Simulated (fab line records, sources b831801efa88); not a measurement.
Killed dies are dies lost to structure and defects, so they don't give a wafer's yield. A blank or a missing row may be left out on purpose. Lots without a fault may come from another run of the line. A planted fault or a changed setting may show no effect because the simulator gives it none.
Problem report in the 8D (eight disciplines) form, filled by code | flow sky130 | the parts of the form that need people (team, actions taken, sign-off) are left out

1. THE PROBLEM
beam_energy_keV at SKY_SD_P_IMPLANT_09 reads a mean of 19.800 on 9 wafers of 3 lots; wafers without a fault read 20.001 with a standard deviation of 0.0068. That is -30 standard deviations from the usual mean.
First seen on wafer L258.3, day 29 17:54, on implanter-04. The record holds 36 wafers of 12 lots with a number at this step. Rule for "out", or "out of limits": more than 4 standard deviations from the usual mean. The other wafers with a number count as sound.

2. WHAT IT IS AND WHAT IT IS NOT
question                    | is                     | is not
which readings at this step | beam_energy_keV        | -
which lots                  | L258, L259, L260       | L245, L248, L249, L250, L251, L256, L264, L267, L268
which wafers of those lots  | all that have a number | -
read on which tools         | implanter-04           | implanter-01, implanter-02
when                        | from day 29 17:54      | up to then (18 sound wafers); but 9 sound wafers of L264, L267, L268 came after

3. SUSPECTS, AND WHAT RULES EACH OUT
Counting: a tool at a process step up to the reading stays a suspect if it ran every lot that is out and no sound lot after the first of them.
- implanter-04 at SKY_SD_P_IMPLANT_09: ruled out as a lasting fault. Sound lots L268 ran on it after its first lot that is out, L258 (day 29 17:54).
Left after counting: nothing in the record.

4. THE CAUSE (what the simulator had put in)
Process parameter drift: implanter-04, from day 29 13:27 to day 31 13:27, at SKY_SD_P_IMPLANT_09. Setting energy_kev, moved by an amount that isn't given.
Counting ruled it out, wrongly.

5. THE CHAIN OF EFFECTS, in route order
Each row: a reading whose mean over the struck wafers that have a number lies more than 3 standard deviations from the usual. Only readings for which the record gives a usual standard deviation are gone through. hours: the time from each lot's start at the first step in this table that gives one to its start at this step, as a median over the lots. sigmas: the change in usual standard deviations.
hours | step                | reading         | usual  | on struck wafers | change | sigmas
0     | SKY_SD_P_IMPLANT_09 | beam_energy_keV | 20.001 | 19.800           | -0.201 | -30
The process steps in it:
- SKY_SD_P_IMPLANT_09
Later measuring or inspecting steps at which every struck wafer that the step has a row for has a number for every such reading, and none has moved that far: SKY_CONTACT_RS_MEAS_25.

6. WHAT WOULD HAVE CAUGHT IT SOONER
In this record the first reading out of limits was taken at day 29 17:54, 4 hours after the fault began at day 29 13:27.
